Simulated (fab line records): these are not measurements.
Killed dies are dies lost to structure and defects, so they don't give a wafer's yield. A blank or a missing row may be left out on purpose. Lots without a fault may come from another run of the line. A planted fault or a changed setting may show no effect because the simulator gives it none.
Which tool did it? | flow gf180mcu | 42 wafers from 14 lots sampled at 3 of the route's 602 steps

## WHAT THE GAUGES SHOWED, per wafer
GF_V1_OVL_MEAS_15.
lot  | measured     | on         | V1_OVL (nm)
L285 | day 18 01:54 | overlay-01 | 5 -5 -2
L286 | day 18 13:30 | overlay-02 | 4 -3 -1
L287 | day 18 19:13 | overlay-02 | 2 6 -3
L290 | day 19 15:17 | overlay-01 | 0 3 -5
L295 | day 21 21:01 | overlay-01 | 4 4 6
L297 | day 22 18:11 | overlay-02 | -7 -13 -7
L299 | day 23 02:17 | overlay-01 | 2 2 9
L301 | day 24 01:50 | overlay-01 | -8 -7 -2
L302 | day 24 04:02 | overlay-02 | 5 4 5
L304 | day 24 19:50 | overlay-02 | 4 7 7
L305 | day 25 07:47 | overlay-02 | 3 4 3
L306 | day 26 04:35 | overlay-01 | 9 14 15
L307 | day 26 06:41 | overlay-01 | 2 -1 8
L308 | day 26 18:50 | overlay-02 | -9 -10 -11

## EACH LOT AND THE TOOL THAT RAN IT (in order: tool; ch and the chambers of the sampled wafers; start)
lot  | GF_HV_LDD_IMPLANT_34            | GF_M1_SPUTTER_03
L285 | implanter-02 ch 0, day 11 11:51 | pvd sputter-04, day 16 02:57
L286 | implanter-04 ch 0, day 12 00:38 | pvd sputter-02, day 16 13:25
L287 | implanter-04 ch 0, day 12 02:15 | pvd sputter-01, day 16 18:31
L290 | implanter-04 ch 0, day 12 21:13 | pvd sputter-02, day 17 15:04
L295 | implanter-01 ch 0, day 14 17:20 | pvd sputter-04, day 19 19:55
L297 | implanter-01 ch 0, day 15 13:28 | pvd sputter-04, day 20 17:12
L299 | implanter-04 ch 0, day 15 21:59 | pvd sputter-02, day 21 02:25
L301 | implanter-02 ch 0, day 16 19:49 | pvd sputter-02, day 22 02:28
L302 | implanter-04 ch 0, day 16 23:34 | pvd sputter-02, day 22 04:37
L304 | implanter-02 ch 0, day 17 15:58 | pvd sputter-04, day 22 22:37
L305 | implanter-01 ch 0, day 18 04:55 | pvd sputter-02, day 23 10:48
L306 | implanter-04 ch 0, day 19 02:37 | pvd sputter-04, day 24 08:20
L307 | implanter-01 ch 0, day 19 06:43 | pvd sputter-02, day 24 09:57
L308 | implanter-02 ch 0, day 19 18:46 | pvd sputter-01, day 24 23:19
- GF_HV_LDD_IMPLANT_34
- GF_M1_SPUTTER_03: material Ti, target thk 10 nm, time 6.7 s.

## WHAT THE TOOLS THEMSELVES READ (means of the sampled wafers that have a number; where no wafer has one, the mark that the record gives instead)
GF_HV_LDD_IMPLANT_34.
lot  | tool         | beam on s (s) | end station pressure torr (Torr) | faraday current uA
L285 | implanter-02 | 9.97          | 5.02e-06                         | 42.4
L286 | implanter-04 | 9.94          | 5.19e-06                         | 42.5
L287 | implanter-04 | 9.80          | 4.94e-06                         | 43.1
L290 | implanter-04 | 10.16         | 5.16e-06                         | 41.7
L295 | implanter-01 | 10.67         | 4.35e-05                         | 39.4
L297 | implanter-01 | 10.75         | 4.34e-05                         | 39.3
L299 | implanter-04 | 9.93          | 4.97e-06                         | 42.6
L301 | implanter-02 | 9.89          | 4.93e-06                         | 42.7
L302 | implanter-04 | 9.93          | 4.80e-06                         | 42.6
L304 | implanter-02 | 9.89          | 4.75e-06                         | 42.7
L305 | implanter-01 | 10.10         | 4.97e-06                         | 41.9
L306 | implanter-04 | 10.06         | 5.10e-06                         | 42.1
L307 | implanter-01 | 10.18         | 4.96e-06                         | 41.5
L308 | implanter-02 | 9.91          | 4.89e-06                         | 42.6

GF_M1_SPUTTER_03.
lot  | tool           | throttle valve pct (%)
L285 | pvd sputter-04 | 29.1
L286 | pvd sputter-02 | 30.7
L287 | pvd sputter-01 | 29.9
L290 | pvd sputter-02 | 30.8
L295 | pvd sputter-04 | 29.0
L297 | pvd sputter-04 | 29.2
L299 | pvd sputter-02 | 31.2
L301 | pvd sputter-02 | 30.3
L302 | pvd sputter-02 | 31.3
L304 | pvd sputter-04 | 29.1
L305 | pvd sputter-02 | 30.7
L306 | pvd sputter-04 | 29.4
L307 | pvd sputter-02 | 30.2
L308 | pvd sputter-01 | 29.9

## THE ANSWER, worked out from the rows above alone
Rule: the usual values come from the lots themselves. Put in order of their means at a reading, lots are off if they are a third of the lots or fewer, leave a main group of 4 or more, and stand apart from it by a gap of 3 or more times the standard deviation of the main group's means; of several such gaps the widest counts. Not used: any main group whose means are identical at the precision the tables above print for the reading. A lot without any number at a reading at which 4 lots or more have one is off too. All remaining lots with rows at the step are treated as sound. After the gauges, taken in route order, come the tools' own readings; for these a lot's mean is taken, as printed above. At the first step where some lot is off, the reading lying furthest off is the one used; lots without a number count as furthest.
Off: L295, L297 (GF_HV_LDD_IMPLANT_34, end station pressure torr). Main group: mean 4.97e-06 Torr, sd 1.3e-07.
If a tool, at that step or one of the process steps before it, ran each lot that is off and ran no sound lot following the first of them, it fits. No candidate that was tried fits.

## WHAT THE SIMULATOR HAD INSERTED
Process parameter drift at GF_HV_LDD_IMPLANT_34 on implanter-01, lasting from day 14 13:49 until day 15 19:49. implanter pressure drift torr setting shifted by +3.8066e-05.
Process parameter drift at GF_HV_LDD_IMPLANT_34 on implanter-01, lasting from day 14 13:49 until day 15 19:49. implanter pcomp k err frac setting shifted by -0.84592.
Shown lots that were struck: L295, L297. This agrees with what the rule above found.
